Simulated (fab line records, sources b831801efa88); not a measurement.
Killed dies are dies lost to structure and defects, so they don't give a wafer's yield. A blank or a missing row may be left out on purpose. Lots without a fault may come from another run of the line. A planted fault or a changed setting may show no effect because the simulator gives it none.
Tool commonality check | flow gf180mcu | 13 lots, 39 wafers sampled

WHY IT WAS OPENED
At GF_LVPWELL_TW_MEAS_11 the reading LVPWELL_TW is flagged on 1 of 13 lots. Wafers without a fault read 562, standard deviation 4.1.
Rule: a lot is flagged when every wafer of it that has a number lies more than 4 standard deviations from that mean, or none has a number. The other lots count as sound.

lot  | measured    | on            | LVPWELL_TW, wafer by wafer | flag
L668 | day 3 23:01 | film_metro-04 | 559 552 556                |
L670 | day 4 08:07 | film_metro-04 | 557 557 560                |
L671 | day 4 13:45 | film_metro-01 | 566 565 563                |
L672 | day 4 20:07 | film_metro-04 | 561 560 561                |
L674 | day 5 05:19 | film_metro-03 | 562 562 565                |
L675 | day 5 12:34 | film_metro-03 | 566 563 564                |
L676 | day 5 18:59 | film_metro-03 | 567 567 566                |
L678 | day 6 05:28 | film_metro-03 | 567 568 569                |
L679 | day 6 11:43 | film_metro-04 | 558 559 557                |
L680 | day 6 17:23 | film_metro-04 | 559 561 558                |
L682 | day 7 04:20 | film_metro-01 | 565 564 564                |
L688 | day 8 14:34 | film_metro-04 | 30 30 30                   | FLAGGED
L691 | day 9 07:46 | film_metro-04 | 556 554 554                |
The numbers of the flagged lots are 30 on average: -532 against the usual, or -99 or more standard deviations.

WHICH TOOL RAN EACH LOT
The record holds 1 process step before the reading, out of a route of 602 steps. In each cell: the tool, then ch and the chambers that the sampled wafers went through, then the start.
lot  | flag    | GF_LVPWELL_EXPOSE_04
L668 |         | iline_stepper-01 ch 0, day 3 16:29
L670 |         | iline_stepper-01 ch 0, day 4 00:57
L671 |         | iline_stepper-01 ch 0, day 4 07:05
L672 |         | iline_stepper-02 ch 0, day 4 12:52
L674 |         | iline_stepper-02 ch 0, day 4 21:48
L675 |         | iline_stepper-01 ch 0, day 5 05:22
L676 |         | iline_stepper-01 ch 0, day 5 11:36
L678 |         | iline_stepper-02 ch 0, day 5 21:34
L679 |         | iline_stepper-01 ch 0, day 6 04:30
L680 |         | iline_stepper-02 ch 0, day 6 09:29
L682 |         | iline_stepper-01 ch 0, day 6 20:53
L688 | FLAGGED | iline_stepper-02 ch 0, day 8 05:40
L691 |         | iline_stepper-02 ch 0, day 8 22:50
What these steps do:
- GF_LVPWELL_EXPOSE_04: exposes mask LVPWELL, target cd 600 nm.
- GF_LVPWELL_TW_MEAS_11

FLAGGED OVER TOTAL, TOOL BY TOOL (the gauges that took the reading come last)
step                  | tool             | lots run | flagged | share of the flagged lots | sound lots run after its first flagged lot
GF_LVPWELL_EXPOSE_04  | iline_stepper-01 | 7        | 0       | none                      | -
GF_LVPWELL_EXPOSE_04  | iline_stepper-02 | 6        | 1       | all                       | 1 (L691)
GF_LVPWELL_TW_MEAS_11 | film_metro-01    | 2        | 0       | none                      | -
GF_LVPWELL_TW_MEAS_11 | film_metro-03    | 4        | 0       | none                      | -
GF_LVPWELL_TW_MEAS_11 | film_metro-04    | 7        | 1       | all                       | 1 (L691)

WHAT THE TABLE ALLOWS
2 rows of the table ran every flagged lot: iline_stepper-02 at GF_LVPWELL_EXPOSE_04, film_metro-04 at GF_LVPWELL_TW_MEAS_11.
- iline_stepper-02 at GF_LVPWELL_EXPOSE_04: 1 of its 6 lots flagged. Sound lots ran on it after the first flagged one (L691), which a lasting fault on the whole tool wouldn't allow.
- film_metro-04 at GF_LVPWELL_TW_MEAS_11: 1 of its 7 lots flagged. Sound lots ran on it after the first flagged one (L691), which a lasting fault on the whole tool wouldn't allow.
No row of the table ran every flagged lot and no sound lot after the first.

WHAT THE SIMULATOR HAD PUT IN
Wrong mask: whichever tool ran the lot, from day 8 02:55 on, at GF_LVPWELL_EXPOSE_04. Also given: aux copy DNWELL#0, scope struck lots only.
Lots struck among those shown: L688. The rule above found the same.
